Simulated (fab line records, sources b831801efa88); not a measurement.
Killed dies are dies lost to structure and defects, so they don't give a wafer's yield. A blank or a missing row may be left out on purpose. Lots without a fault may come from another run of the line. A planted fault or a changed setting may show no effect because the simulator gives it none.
Which tool did it? | flow sky130 | 13 lots, 39 wafers sampled, at 3 steps of a route of 708

WHAT THE GAUGES READ, wafer by wafer
SKY_VIA3_RS_MEAS_22: measures by four-point-probe.
lot  | measured     | on            | VIA3_W_RS (ohm/sq)
L513 | day 39 17:50 | film_metro-04 | 0.300 0.294 0.297
L515 | day 40 12:02 | film_metro-02 | 0.296 0.295 0.294
L517 | day 41 07:28 | film_metro-04 | 0.296 0.302 0.296
L518 | day 41 17:21 | film_metro-02 | 0.297 0.294 0.285
L520 | day 41 23:53 | film_metro-03 | 0.301 0.299 0.296
L522 | day 42 11:50 | film_metro-03 | 0.295 0.293 0.291
L523 | day 42 21:16 | film_metro-02 | 0.294 0.293 0.294
L524 | day 43 05:19 | film_metro-03 | 0.301 0.299 0.298
L528 | day 44 15:39 | film_metro-04 | 0.157 0.293 0.291
L529 | day 44 19:58 | film_metro-03 | 0.157 0.157 0.157
L534 | day 45 21:22 | film_metro-02 | 0.290 0.289 0.293
L535 | day 45 23:44 | film_metro-04 | 0.296 0.297 0.298
L536 | day 46 04:43 | film_metro-02 | 0.298 0.296 0.295

SKY_VIA3_THK_MEAS_23: measures by xrf.
lot  | measured     | on            | VIA3_W_THK (nm)
L513 | day 39 17:57 | film_metro-04 | 373 384 381
L515 | day 40 12:09 | film_metro-02 | 387 385 392
L517 | day 41 07:35 | film_metro-04 | 384 374 378
L518 | day 41 17:28 | film_metro-02 | 385 383 399
L520 | day 42 00:00 | film_metro-03 | 367 370 374
L522 | day 42 11:57 | film_metro-03 | 375 377 381
L523 | day 42 21:23 | film_metro-02 | 385 390 388
L524 | day 43 05:26 | film_metro-03 | 370 370 373
L528 | day 44 15:46 | film_metro-04 | - 385 386
L529 | day 44 20:04 | film_metro-03 | - - -
L534 | day 45 21:29 | film_metro-02 | 394 392 390
L535 | day 45 23:49 | film_metro-04 | 381 385 379
L536 | day 46 04:49 | film_metro-02 | 384 389 383

WHICH TOOL RAN EACH LOT (tool, then ch and the chambers of the sampled wafers, then the start)
lot  | SKY_VIA3_CVD_21
L513 | cvd_w-02 ch 0,1, day 39 17:41
L515 | cvd_w-01 ch 0,1, day 40 11:54
L517 | cvd_w-02 ch 0,1, day 41 07:21
L518 | cvd_w-01 ch 0,1, day 41 17:14
L520 | cvd_w-02 ch 0,1, day 41 23:46
L522 | cvd_w-01 ch 0,1, day 42 11:42
L523 | cvd_w-01 ch 0,1, day 42 21:09
L524 | cvd_w-02 ch 0, day 43 05:12
L528 | cvd_w-01 ch 0,1, day 44 15:28
L529 | cvd_w-01 ch 1, day 44 19:44
L534 | cvd_w-02 ch 0, day 45 21:15
L535 | cvd_w-02 ch 0,1, day 45 23:35
L536 | cvd_w-02 ch 0,1, day 46 04:35
- SKY_VIA3_CVD_21: deposits W, target thk 390 nm, time 117.31 s.

WHAT THE TOOLS THEMSELVES READ (means of the sampled wafers that have a number; where no wafer has one, the mark that the record gives instead)
SKY_VIA3_CVD_21.
lot  | tool     | heater_power_w (W)
L513 | cvd_w-02 | 741
L515 | cvd_w-01 | 836
L517 | cvd_w-02 | 753
L518 | cvd_w-01 | 832
L520 | cvd_w-02 | 754
L522 | cvd_w-01 | 826
L523 | cvd_w-01 | 832
L524 | cvd_w-02 | 762
L528 | cvd_w-01 | 839
L529 | cvd_w-01 | 742
L534 | cvd_w-02 | 757
L535 | cvd_w-02 | 763
L536 | cvd_w-02 | 760

THE ANSWER, worked out from the rows above alone
Rule: what is usual is taken from the lots themselves. Put in order of their means at a reading, lots are off if they are a third of the lots or fewer, leave a main group of 4 or more, and stand apart from it by a gap of 3 or more times the standard deviation of the main group's means; of several such gaps the widest counts. A main group whose means are all the same, to the digits that the tables above print for the reading, isn't used. A lot without any number at a reading at which 4 lots or more have one is off too. The other lots that the step has rows for count as sound. The gauges are gone through in route order, then the tools' own readings, and for those a lot's mean is taken as printed above. The first step at which some lot is off is used, and at that step the reading that is off furthest; a lot without a number counts as furthest.
Off: L528, L529, at SKY_VIA3_RS_MEAS_22 (VIA3_W_RS). The main group: mean 0.296 ohm/sq, standard deviation 0.0027.
A tool fits if, at a process step before that reading, it ran every lot that is off, and no sound lot after the first of them. The gauges at SKY_VIA3_RS_MEAS_22 are tried like those tools. One fits: cvd_w-01 at SKY_VIA3_CVD_21. Its last sound lot is L523 (day 42 21:09), its first lot that is off L528 (day 44 15:28): a fault that began between those two fits.

WHAT THE SIMULATOR HAD PUT IN
Process parameter drift: cvd_w-01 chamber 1, from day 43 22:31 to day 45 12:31, at SKY_VIA3_CVD_21. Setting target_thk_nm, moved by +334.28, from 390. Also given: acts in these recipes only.
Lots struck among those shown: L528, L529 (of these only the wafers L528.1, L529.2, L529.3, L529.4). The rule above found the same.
